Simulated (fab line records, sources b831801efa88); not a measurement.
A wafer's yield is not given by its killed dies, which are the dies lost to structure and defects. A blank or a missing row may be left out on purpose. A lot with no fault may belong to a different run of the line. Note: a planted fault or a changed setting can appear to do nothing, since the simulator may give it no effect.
Split-lot study || flow sfqLine || route with 325 steps; 5 lots, 23 wafers read

== THE SPLIT ==
At SFQ_TRILAYER_I6_VIA_LITHO_COAT_169 (resist thk 650 nm), the setting resistThkNm was moved away from the recipe's 650 nm on 4 of the 23 wafers read, by -5.7% to +3.4%. The other wafers ran this setting at the recipe's value.

The reading is taken at the split's own step.

== THE READING ==
KrF_of_TRILAYER_I6_VIA_LITHO_COAT_169.thkNm (the simulator's own value, which no gauge read), in nm, at SFQ_TRILAYER_I6_VIA_LITHO_COAT_169 (resist thk 650 nm). No usual value for it is given in the file. The 19 wafers here that ran the recipe average 650.3 nm, standard deviation 1.2 nm.

{"wafer": "L075.1", "tool, chamber at the split": "lithoTrack-02, 0", "resistThkNm as run, nm": 650, "against the recipe": "recipe", "KrF_of_TRILAYER_I6_VIA_LITHO_COAT_169.thkNm, nm": 651.3, "against lot-mates on the recipe": "-"}
{"wafer": "L075.2", "tool, chamber at the split": "lithoTrack-02, 0", "resistThkNm as run, nm": 650, "against the recipe": "recipe", "KrF_of_TRILAYER_I6_VIA_LITHO_COAT_169.thkNm, nm": 652, "against lot-mates on the recipe": "-"}
{"wafer": "L075.3", "tool, chamber at the split": "lithoTrack-02, 0", "resistThkNm as run, nm": 650, "against the recipe": "recipe", "KrF_of_TRILAYER_I6_VIA_LITHO_COAT_169.thkNm, nm": 651.2, "against lot-mates on the recipe": "-"}
{"wafer": "L075.5", "tool, chamber at the split": "lithoTrack-02, 0", "resistThkNm as run, nm": 650, "against the recipe": "recipe", "KrF_of_TRILAYER_I6_VIA_LITHO_COAT_169.thkNm, nm": 650.7, "against lot-mates on the recipe": "-"}
{"wafer": "L075.6", "tool, chamber at the split": "lithoTrack-02, 0", "resistThkNm as run, nm": 650, "against the recipe": "recipe", "KrF_of_TRILAYER_I6_VIA_LITHO_COAT_169.thkNm, nm": 652.4, "against lot-mates on the recipe": "-"}
{"wafer": "L077.1", "tool, chamber at the split": "lithoTrack-01, 0", "resistThkNm as run, nm": 650, "against the recipe": "recipe", "KrF_of_TRILAYER_I6_VIA_LITHO_COAT_169.thkNm, nm": 650.1, "against lot-mates on the recipe": "-"}
{"wafer": "L077.3", "tool, chamber at the split": "lithoTrack-01, 0", "resistThkNm as run, nm": 671.8, "against the recipe": "+3.4%", "KrF_of_TRILAYER_I6_VIA_LITHO_COAT_169.thkNm, nm": 669.2, "against lot-mates on the recipe": "+19.0"}
{"wafer": "L077.4", "tool, chamber at the split": "lithoTrack-01, 0", "resistThkNm as run, nm": 650, "against the recipe": "recipe", "KrF_of_TRILAYER_I6_VIA_LITHO_COAT_169.thkNm, nm": 649.8, "against lot-mates on the recipe": "-"}
{"wafer": "L077.5", "tool, chamber at the split": "lithoTrack-01, 0", "resistThkNm as run, nm": 671.8, "against the recipe": "+3.4%", "KrF_of_TRILAYER_I6_VIA_LITHO_COAT_169.thkNm, nm": 670.4, "against lot-mates on the recipe": "+20.2"}
{"wafer": "L077.6", "tool, chamber at the split": "lithoTrack-01, 0", "resistThkNm as run, nm": 650, "against the recipe": "recipe", "KrF_of_TRILAYER_I6_VIA_LITHO_COAT_169.thkNm, nm": 650.6, "against lot-mates on the recipe": "-"}
{"wafer": "L078.1", "tool, chamber at the split": "lithoTrack-02, 0", "resistThkNm as run, nm": 650, "against the recipe": "recipe", "KrF_of_TRILAYER_I6_VIA_LITHO_COAT_169.thkNm, nm": 648.6, "against lot-mates on the recipe": "-"}
{"wafer": "L078.5", "tool, chamber at the split": "lithoTrack-02, 0", "resistThkNm as run, nm": 650, "against the recipe": "recipe", "KrF_of_TRILAYER_I6_VIA_LITHO_COAT_169.thkNm, nm": 647.6, "against lot-mates on the recipe": "-"}
{"wafer": "L078.6", "tool, chamber at the split": "lithoTrack-02, 0", "resistThkNm as run, nm": 650, "against the recipe": "recipe", "KrF_of_TRILAYER_I6_VIA_LITHO_COAT_169.thkNm, nm": 649.8, "against lot-mates on the recipe": "-"}
{"wafer": "L079.2", "tool, chamber at the split": "lithoTrack-02, 0", "resistThkNm as run, nm": 650, "against the recipe": "recipe", "KrF_of_TRILAYER_I6_VIA_LITHO_COAT_169.thkNm, nm": 650.4, "against lot-mates on the recipe": "-"}
{"wafer": "L079.3", "tool, chamber at the split": "lithoTrack-02, 0", "resistThkNm as run, nm": 650, "against the recipe": "recipe", "KrF_of_TRILAYER_I6_VIA_LITHO_COAT_169.thkNm, nm": 650.5, "against lot-mates on the recipe": "-"}
{"wafer": "L079.4", "tool, chamber at the split": "lithoTrack-02, 0", "resistThkNm as run, nm": 650, "against the recipe": "recipe", "KrF_of_TRILAYER_I6_VIA_LITHO_COAT_169.thkNm, nm": 649.5, "against lot-mates on the recipe": "-"}
{"wafer": "L079.5", "tool, chamber at the split": "lithoTrack-02, 0", "resistThkNm as run, nm": 650, "against the recipe": "recipe", "KrF_of_TRILAYER_I6_VIA_LITHO_COAT_169.thkNm, nm": 650.8, "against lot-mates on the recipe": "-"}
{"wafer": "L079.6", "tool, chamber at the split": "lithoTrack-02, 0", "resistThkNm as run, nm": 650, "against the recipe": "recipe", "KrF_of_TRILAYER_I6_VIA_LITHO_COAT_169.thkNm, nm": 651.9, "against lot-mates on the recipe": "-"}
{"wafer": "L080.1", "tool, chamber at the split": "lithoTrack-03, 0", "resistThkNm as run, nm": 650, "against the recipe": "recipe", "KrF_of_TRILAYER_I6_VIA_LITHO_COAT_169.thkNm, nm": 648.7, "against lot-mates on the recipe": "-"}
{"wafer": "L080.2", "tool, chamber at the split": "lithoTrack-03, 0", "resistThkNm as run, nm": 650, "against the recipe": "recipe", "KrF_of_TRILAYER_I6_VIA_LITHO_COAT_169.thkNm, nm": 650.3, "against lot-mates on the recipe": "-"}
{"wafer": "L080.3", "tool, chamber at the split": "lithoTrack-03, 0", "resistThkNm as run, nm": 612.7, "against the recipe": "-5.7%", "KrF_of_TRILAYER_I6_VIA_LITHO_COAT_169.thkNm, nm": 612.5, "against lot-mates on the recipe": -37.1}
{"wafer": "L080.4", "tool, chamber at the split": "lithoTrack-03, 0", "resistThkNm as run, nm": 612.7, "against the recipe": "-5.7%", "KrF_of_TRILAYER_I6_VIA_LITHO_COAT_169.thkNm, nm": 612.5, "against lot-mates on the recipe": -37.1}
{"wafer": "L080.5", "tool, chamber at the split": "lithoTrack-03, 0", "resistThkNm as run, nm": 650, "against the recipe": "recipe", "KrF_of_TRILAYER_I6_VIA_LITHO_COAT_169.thkNm, nm": 649.7, "against lot-mates on the recipe": "-"}

FIT RESULTS
A straight line over all 23 wafers: KrF_of_TRILAYER_I6_VIA_LITHO_COAT_169.thkNm changes by +6.38 nm for each +1% of resistThkNm; r = +1.00; the points scatter about the line by 1.3 nm.
The same after taking each lot's own level away (the mean of its wafers on the recipe; 23 wafers): +6.29 nm for each +1%; r = +1.00; scatter 0.84 nm.
According to that fit, moving resistThkNm by its largest amount changes the reading by 36 nm.
Across the lots, their own levels run from 648.67 to 651.52 nm, a range of 2.4 times the standard deviation given above.
So the lot-to-lot level changes the slope little: the two slopes agree.
Check: for one of the wafers moved furthest among these (-5.7%), held out of the fit, the line's prediction against its lot-mates is -35.8 nm. Against them it came out at -37.1 nm.

== FURTHER SPLITS ON THESE WAFERS ==
These wafers also went through other splits before the reading. Each is held against what the fit with the lots' levels taken away leaves over:
{"other split on the same wafers": "SFQ_TRILAYER_M6_LITHO_COAT_164 resistThkNm", "wafers away from the commonest value": 5, "r with KrF_of_TRILAYER_I6_VIA_LITHO_COAT_169.thkNm (lot level and that fit taken away)": "+0.41"}

== FILE'S OWN FIT ==
KrF_of_TRILAYER_I6_VIA_LITHO_COAT_169.thkNm changes by +6.3 nm for each +1% of resistThkNm, r = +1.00.
